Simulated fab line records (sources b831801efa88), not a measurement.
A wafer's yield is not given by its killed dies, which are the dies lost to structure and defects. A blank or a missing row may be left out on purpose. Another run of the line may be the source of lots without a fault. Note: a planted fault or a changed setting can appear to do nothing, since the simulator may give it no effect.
Chamber matching	flow sfq line	cmp-01 running SFQ_TRILAYER_I6_CMP_CMP_166: 3 sister chambers
The step polishes SiO2. 14 wafers are shown with their chamber, then 5 later ones without.

== WAFERS WITH THEIR CHAMBER ==
wafer	chamber	motor current A (A)	time to endpoint s (s)
L131.1	1	10.3	221
L131.2	2	9.7	228
L131.5	0	10.2	228
L132.1	1	10.4	217
L132.2	2	9.9	217
L132.6	2	9.7	224
L137.4	2	10.0	227
L137.3	1	11.5	224
L137.5	2	10.2	226
L141.1	0	10.0	212
L141.3	1	11.3	227
L141.5	0	10.2	219
L142.5	1	11.1	232
L142.6	2	10.6	189

SIGNATURES (means of the wafers above)
reading	chamber 0	chamber 1	chamber 2	scatter within a chamber
motor current A	10.133	10.920	10.017	0.403
time to endpoint s	219.67	224.20	218.50	11.2
Rule: for a wafer and a chamber, the distance is found by dividing, reading by reading, the gap between the wafer's reading and the chamber's mean by the reading's scatter, squaring, summing and taking the root. If the next closest chamber is less than 2 further off than the closest, the wafer can't be placed; otherwise it belongs to the closest. The scatter: take each reading less its chamber's mean, square it, sum over the shown wafers, divide by the number of wafers less the number of chambers, and take the root.

== WAFERS MISSING THEIR CHAMBER ==
wafer	motor current A (A)	time to endpoint s (s)
L143.4	10.5	230
L143.5	9.8	191
L148.2	9.4	219
L148.3	11.0	213
L148.4	10.0	221

== WHICH CHAMBER EACH WENT THROUGH ==
wafer	from the rows above	in truth
L143.4	can't be placed: 1 or 0 or 2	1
L143.5	can't be placed: 2 or 0 or 1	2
L148.2	can't be placed: 2 or 0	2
L148.3	can't be placed: 1 or 0 or 2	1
L148.4	can't be placed: 2 or 0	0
0 of 5 placed correctly. These rows do not allow placing 5 (true chamber among the candidates in 5). Wrongly placed: 0.
